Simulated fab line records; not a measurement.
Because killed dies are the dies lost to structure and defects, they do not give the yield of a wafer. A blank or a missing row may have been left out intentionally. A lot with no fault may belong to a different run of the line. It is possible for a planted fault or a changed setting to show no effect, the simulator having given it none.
Chamber matching -- flow sky130 -- 4 sister chambers for SKY_FIELD_ISO_CMP_27 on cmp-01
The step polishes, stops on Si3N4, t overpolish 16 s, target thk 457.8 nm. 4 wafers are shown with their chamber, then 7 later ones without.

## WAFERS PAIRED WITH THEIR CHAMBERS
wafer,chamber,motorCurrentA (A)
L715.5,2,10.7
L716.5,0,10.1
L719.2,3,12.8
L719.4,1,12.0

## WAFERS WHOSE CHAMBER IS MISSING
wafer,motorCurrentA (A)
L719.6,9.5
L723.2,10.5
L723.3,12.5
L723.5,10.8
L721.2,12.0
L721.3,12.5
L721.4,10.3

## WHICH CHAMBER EACH WENT THROUGH
wafer,from the rows above,in truth
L719.6,can't be placed: 0 or 2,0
L723.2,can't be placed: 2 or 0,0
L723.3,can't be placed: 3 or 1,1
L723.5,can't be placed: 2 or 0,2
L721.2,1,1
L721.3,can't be placed: 3 or 1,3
L721.4,can't be placed: 0 or 2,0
Correct placement for 1 of the 7. Can't be placed from these rows: 6 (the true chamber is among the candidates in 6). Placed wrongly: 0.
How it was worked out, from the rows above alone: a wafer's distance from a chamber is the root of the sum, over the readings, of the square of ((its reading less the chamber's mean) divided by the reading's scatter). If the next closest chamber is less than 2 further off than the closest, the wafer can't be placed; otherwise it belongs to the closest. A chamber's mean is the mean of its shown wafers. The scatter: root of mean squared gap, hidden wafer to nearest shown wafer, with one shown wafer a chamber.
